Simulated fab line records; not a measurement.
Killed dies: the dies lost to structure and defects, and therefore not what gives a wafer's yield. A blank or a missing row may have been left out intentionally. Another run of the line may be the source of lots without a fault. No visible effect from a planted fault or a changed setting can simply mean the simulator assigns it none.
Comparing a struck lot with a sound one -- flow sky130 -- 17 out of 708 route steps
Sound: the wafers L653.4, L653.5, L653.6. Struck: wafers L651.1, L651.2, L651.6. The cause is given at the end.
Per side, at each step with rows, come the tool, then ch with its chambers, and then its first start. Under that, the readings that differ: sound wafers -- struck wafers -- difference of the means -- sigmas: that difference in standard deviations of wafers without a fault.
alike: a reading whose means differ by less than 2 such deviations, as well as words and numbers matching on both sides. not compared: withheld readings; readings where some wafer has no value; bounds like >300 that might hide an equal value; numbers whose values overlap and for which the record gives no deviation.
Wherever a step has rows on one side only, a row that says differs or no value, or a row with sigmas, the two part there. Non-overlapping numbers with no deviation appear without sigmas and do not part them. A reading missing from all wafers of one side parts the sides only when that side holds two or more wafers.

SKY_VT_ADJUST_HVTP_OVL_MEAS_08:
  struck on overlay-02, day 8 23:04; sound on overlay-01, day 9 10:32
  alike: VT_ADJUST_HVTP_OVL
next, for these wafers, 1 step has no rows: SKY_VT_ADJUST_HVTP_IMPLANT_09.
SKY_VT_ADJUST_HVTP_STRIP_10: strips in O2/N2.
  sound on plasma asher-01 ch 0,1, day 9 10:44; struck on plasma asher-02 ch 0,1, day 8 23:15
reading,sound,struck,difference,sigmas
strip time to endpoint s (s),14.13 14.08 14.02,14.21 14.19 14.22,+0.13,+3
  alike: chamber pressure mTorr, drypump motor current A, oes product au
  not compared: rf hours counter h
SKY_VT_ADJUST_HVTP_TW_MEAS_11:
  struck on film metro-01, day 8 23:21; sound on film metro-04, day 9 10:50
reading,sound,struck,difference,sigmas
VT_ADJUST_HVTP_TW,1354 1350 1345,1327 1333 1327,-21,-3
then, 7 steps without rows for these wafers: SKY_VT_ADJUST_LVTN_DEHYDRATE_00 (time 60 s); SKY_VT_ADJUST_LVTN_HMDS_01 (prime time 60 s); SKY_VT_ADJUST_LVTN_COAT_02 (resist thk 3000 nm); SKY_VT_ADJUST_LVTN_SOFTBAKE_03; SKY_VT_ADJUST_LVTN_EXPOSE_04 (exposes mask NWM COMPLEMENT LESS NATIVE, target cd 840 nm); SKY_VT_ADJUST_LVTN_PEB_05; SKY_VT_ADJUST_LVTN_DEVELOP_06 (develop time 60 s).
SKY_VT_ADJUST_LVTN_OVL_MEAS_07:
  struck on overlay-02, day 9 20:54; sound on overlay-01, day 10 08:42
  alike: VT_ADJUST_LVTN_OVL
SKY_VT_ADJUST_LVTN_IMPLANT_08:
  sound on implanter-01 ch 0, day 10 08:47; struck on implanter-02 ch 0, day 9 20:56
reading,sound,struck,difference,sigmas
dose ions cm2,1.5694e+12 1.5673e+12 1.567e+12,1.042e+12 1.0398e+12 1.041e+12,-5.270e+11,-99 or more
faraday current uA,8.70 9.00 8.59,5.78 5.74 5.80,-2.99,-17
SKY_VT_ADJUST_LVTN_STRIP_09: strips in O2/N2.
  sound on plasma asher-03 ch 0,1, day 10 08:54; struck on plasma asher-04 ch 0,1, day 9 21:05
  alike: chamber pressure mTorr, drypump motor current A, oes product au, strip time to endpoint s
  not compared: rf hours counter h
SKY_VT_ADJUST_LVTN_TW_MEAS_10:
  struck on film metro-04, day 9 21:11; sound on film metro-04, day 10 08:59
reading,sound,struck,difference,sigmas
VT_ADJUST_LVTN_TW,238.7 240.6 239.8,213.6 213.8 213.1,-26.2,-26
then, 1 step without rows for these wafers: SKY_VT_ADJUST_LVTN_DEHYDRATE_11 (time 60 s).
-- a jump in the record: the struck wafers' starts before and after are 40 days apart (it breaks off in module VT_ADJUST_LVTN and resumes in module PAD_OPEN, where the first step shown is number 708 of the route) --
SKY_PAD_OPEN_PROBE_99:
  struck on prober-02, day 49 11:55; sound on prober-02, day 49 16:31
reading,sound,struck,difference,sigmas
killed at front end,21 24 21,9 10 10,-12,-3
model.etest.nfet_01v8_lvt.vt sat v (V),0.5459 0.5414 0.5339,0.5142 0.5198 0.5077,-0.0265,
model.etest.nfet_01v8_lvt.vt long v (V),0.4417 0.441 0.4379,0.4355 0.4285 0.4301,-0.0088,
model.etest.nfet_01v8_lvt.body rise v (V),0.1451 0.1463 0.1448,0.1389 0.1369 0.1388,-0.0072,
model.etest.nfet_01v8.body rise v (V),0.1787 0.1802 0.1784,0.1768 0.1742 0.1774,-0.0030,
  alike: killed_at_M0_to_M3, killed_at_M4_up, killed at contacts, killed at other, killed dies, killed open, killed short

WHERE THEY PART
Last at SKY_PAD_OPEN_PROBE_99 as far as this record goes, first at SKY_VT_ADJUST_HVTP_STRIP_10.

WHY: what had been put in by the simulator
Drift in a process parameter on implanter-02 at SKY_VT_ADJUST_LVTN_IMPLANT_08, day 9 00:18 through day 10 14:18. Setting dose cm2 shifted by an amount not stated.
